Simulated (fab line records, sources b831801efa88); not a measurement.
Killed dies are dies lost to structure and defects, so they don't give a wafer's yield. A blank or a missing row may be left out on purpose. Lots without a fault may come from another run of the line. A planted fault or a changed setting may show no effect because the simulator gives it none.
Which tool did it? | flow gf180mcu | 13 lots, 39 wafers sampled, at 2 steps of a route of 602

WHAT THE GAUGES READ, wafer by wafer
GF_MVPSD_OVL_MEAS_07. Usual: MVPSD_OVL -0.2 nm, standard deviation 1.3.
lot  | measured     | on         | MVPSD_OVL (nm) | flag
L200 | day 4 22:36  | overlay-01 | -2.0 -0.3 0.4  |
L202 | day 5 12:26  | overlay-01 | 1.8 0.2 1.0    |
L203 | day 5 18:42  | overlay-01 | -2.2 -0.3 -2.1 |
L204 | day 5 23:44  | overlay-01 | -1.2 -2.8 0.5  |
L205 | day 6 06:19  | overlay-01 | 1.4 2.1 1.2    |
L214 | day 8 13:17  | overlay-02 | 0.3 1.4 0.5    |
L215 | day 8 18:45  | overlay-02 | 2.1 0.9 1.4    |
L218 | day 9 11:56  | overlay-02 | -0.8 0.1 -1.6  |
L219 | day 9 19:01  | overlay-02 | 0.1 -0.4 -2.2  |
L220 | day 9 23:16  | overlay-01 | -2.1 -1.1 -0.8 |
L221 | day 10 08:09 | overlay-02 | -1.6 -1.8 -1.2 |
L222 | day 10 12:29 | overlay-01 | 0.6 0.0 2.0    |
L223 | day 10 18:33 | overlay-02 | 1.8 1.0 1.2    |

GF_VT_IMPLANT_OVL_MEAS_29. Usual: VT_IMPLANT_02_OVL -1.2 nm, standard deviation 1.5.
lot  | measured     | on         | VT_IMPLANT_02_OVL (nm) | flag
L200 | day 6 19:56  | overlay-02 | -0.3 -0.7 -1.0         |
L202 | day 7 10:55  | overlay-02 | -0.9 -0.8 -2.0         |
L203 | day 7 17:21  | overlay-02 | 0.6 1.4 1.3            |
L204 | day 8 00:31  | overlay-01 | -1.9 -1.6 -1.5         |
L205 | day 8 06:46  | overlay-01 | 0.8 0.5 1.7            |
L214 | day 10 17:36 | overlay-01 | -0.8 -0.8 -0.3         |
L215 | day 10 22:53 | overlay-02 | -3.0 -1.6 -2.5         |
L218 | day 11 17:32 | overlay-01 | -3.9 -2.9 -1.9         |
L219 | day 12 01:35 | overlay-01 | 1.0 -0.1 -1.5          |
L220 | day 12 06:14 | overlay-01 | -4.1 -2.9 -4.0         |
L221 | day 12 16:40 | overlay-02 | -1.4 -3.6 -2.0         |
L222 | day 12 20:27 | overlay-01 | -2.9 -3.4 -1.8         |
L223 | day 13 03:56 | overlay-01 | -0.9 -2.7 -2.9         |

WHICH TOOL RAN EACH LOT (tool, then ch and the chambers of the sampled wafers, then the start)
The record holds no process step before these readings.

WHAT THE TOOLS THEMSELVES READ (means of the sampled wafers that have a number; where no wafer has one, the mark that the record gives instead)
The record holds no such reading with a usual standard deviation.

THE ANSWER, worked out from the rows above alone
Rule: a lot is off if the mean of its wafers that have a number lies more than 3 standard deviations from the usual mean. A lot without any number at a reading at which 4 lots or more have one is off too. The other lots that the step has rows for count as sound. The gauges are gone through in route order, then the tools' own readings, and for those a lot's mean is taken as printed above. The first step at which some lot is off is used, and at that step the reading that is off furthest; a lot without a number counts as furthest.
No lot is off at any reading shown: from this, nothing can be told.

WHAT THE SIMULATOR HAD PUT IN
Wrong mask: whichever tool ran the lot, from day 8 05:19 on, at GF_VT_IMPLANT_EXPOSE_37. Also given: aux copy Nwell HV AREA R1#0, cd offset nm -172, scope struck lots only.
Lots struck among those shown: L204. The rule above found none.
